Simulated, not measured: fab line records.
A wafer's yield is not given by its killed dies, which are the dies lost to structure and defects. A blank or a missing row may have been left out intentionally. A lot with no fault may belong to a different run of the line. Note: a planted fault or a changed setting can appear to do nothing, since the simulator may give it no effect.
A struck lot beside a sound one | flow gf180mcu | 17 out of 602 route steps
Sound: the wafers L720.1, L720.3, L720.5. Wafers L733.1, L733.4, L733.6 were the ones struck. The cause is named last.
At each step with rows: each side's tool, then ch and its chambers, then its first start. Under that, the readings that differ: sound wafers | struck wafers | difference of the means | sigmas: that difference in standard deviations of wafers without a fault.
alike: readings whose means differ by less than 2 such deviations, and words and numbers that are the same on both sides. not compared: withheld readings, readings that some wafer has no value for, bounds like >300 that may hide the same value, and numbers for which the record gives no deviation and whose values overlap.
Wherever a step has rows on one side only, a row that says differs or no value, or a row with sigmas, the two part there. Non-overlapping numbers with no deviation appear without sigmas and do not part them. A reading missing from all wafers of one side parts the sides only when that side holds two or more wafers.

first, 2 steps without rows for these wafers: GF_HV_LDD_PEB_44; GF_HV_LDD_DEVELOP_45 (develop time 60 s).
GF_HV_LDD_CD_MEAS_46 targets a cd of 400 nm.
  sound on cd_sem-02 at day 12 16:40; struck on cd_sem-01 at day 16 18:38
  alike: cd_nm
GF_HV_LDD_OVL_MEAS_47:
  sound on overlay-01 at day 12 16:47; struck on overlay-02 at day 16 18:46
  alike: HV_LDD_03_OVL
after that, 1 step had no rows for these wafers: GF_HV_LDD_IMPLANT_48.
GF_HV_LDD_STRIP_49: strips in O2/N2.
  sound on plasma_asher-01 ch 0,1, day 12 16:58; struck on plasma_asher-01 ch 0,1, day 16 18:56
  alike: drypump_motor_current_A, heater_power_w, oes_product_au, strip_time_to_endpoint_s
  not compared: rf_hours_counter_h
GF_HV_LDD_TW_MEAS_50:
  sound on film_metro-04 at day 12 17:04; struck on film_metro-03 at day 16 19:02
  alike: HV_LDD_4_TW
then, 1 step without rows for these wafers: GF_HV_LDD_CLEAN_51 (cleans in SC1/SC2, time 156.8 s).
GF_HV_LDD_RTA_52: time 10 s.
  sound on rtp_anneal-02 ch 0, day 12 17:11; struck on rtp_anneal-02 ch 0, day 16 19:09
  alike: lamp_power_pct, wafer_temp_C_max
GF_HV_LDD_RS_MEAS_53: the measuring method here is four-point-probe.
  sound on film_metro-01 at day 12 17:14; struck on film_metro-04 at day 16 19:13
  alike: HV_LDD_RS
then, 1 step without rows for these wafers: GF_HV_LDD_CVD_54 (deposits SiO2 from TEOS, target thk 10 nm, time 75 s).
GF_HV_LDD_THK_MEAS_55:
  sound on film_metro-01 at day 12 19:29; struck on film_metro-03 at day 16 20:22
  alike: HV_LDD_CVD_54_THK
GF_HV_LDD_CVD_56: deposits Si3N4 from DCS/NH3, target thk 90 nm, time 1543 s.
  sound on lpcvd-01 ch 1, day 12 19:32; struck on lpcvd-01 ch 1, day 16 20:25
  reading                                  | sound             | struck           | difference | sigmas
  model.Si3N4_of_HV_LDD_CVD_56.thk_nm (nm) | 91.22 91.53 91.21 | 82.6 82.14 82.87 | -8.8       |
GF_HV_LDD_THK_MEAS_57:
  sound on film_metro-03 at day 12 20:58; struck on film_metro-04 at day 16 21:51
  reading                | sound          | struck         | difference | sigmas
  HV_LDD_CVD_56_THK (nm) | 91.2 91.5 91.3 | 82.7 82.1 82.8 | -8.8       | -10
GF_HV_LDD_ETCHBACK_58: etches Si3N4 in CH3F/O2, stops on SiO2, time 100 s, target depth 90 nm.
  sound on rie_diel-02 ch 0,3, day 12 21:02; struck on rie_diel-02 ch 0,1, day 16 21:55
  reading                  | sound             | struck            | difference | sigmas
  oes_product_au (a.u.)    | 0.850 0.854 0.850 | 0.808 0.797 0.807 | -0.047     | -7
  model.etch.depth_nm (nm) | 91.22 91.53 91.21 | 82.6 82.14 82.87  | -8.8       |
  alike: drypump_motor_current_A, throttle_valve_pct
  not compared: rf_hours_counter_h
then, 2 steps without rows for these wafers: GF_NSD_DEHYDRATE_00 (time 60 s); GF_PASSIVATION_PROBE_99.

== WHERE THEY PART ==
First at GF_HV_LDD_THK_MEAS_57; last, within this record, at GF_HV_LDD_ETCHBACK_58.

WHY: what the simulator had put in
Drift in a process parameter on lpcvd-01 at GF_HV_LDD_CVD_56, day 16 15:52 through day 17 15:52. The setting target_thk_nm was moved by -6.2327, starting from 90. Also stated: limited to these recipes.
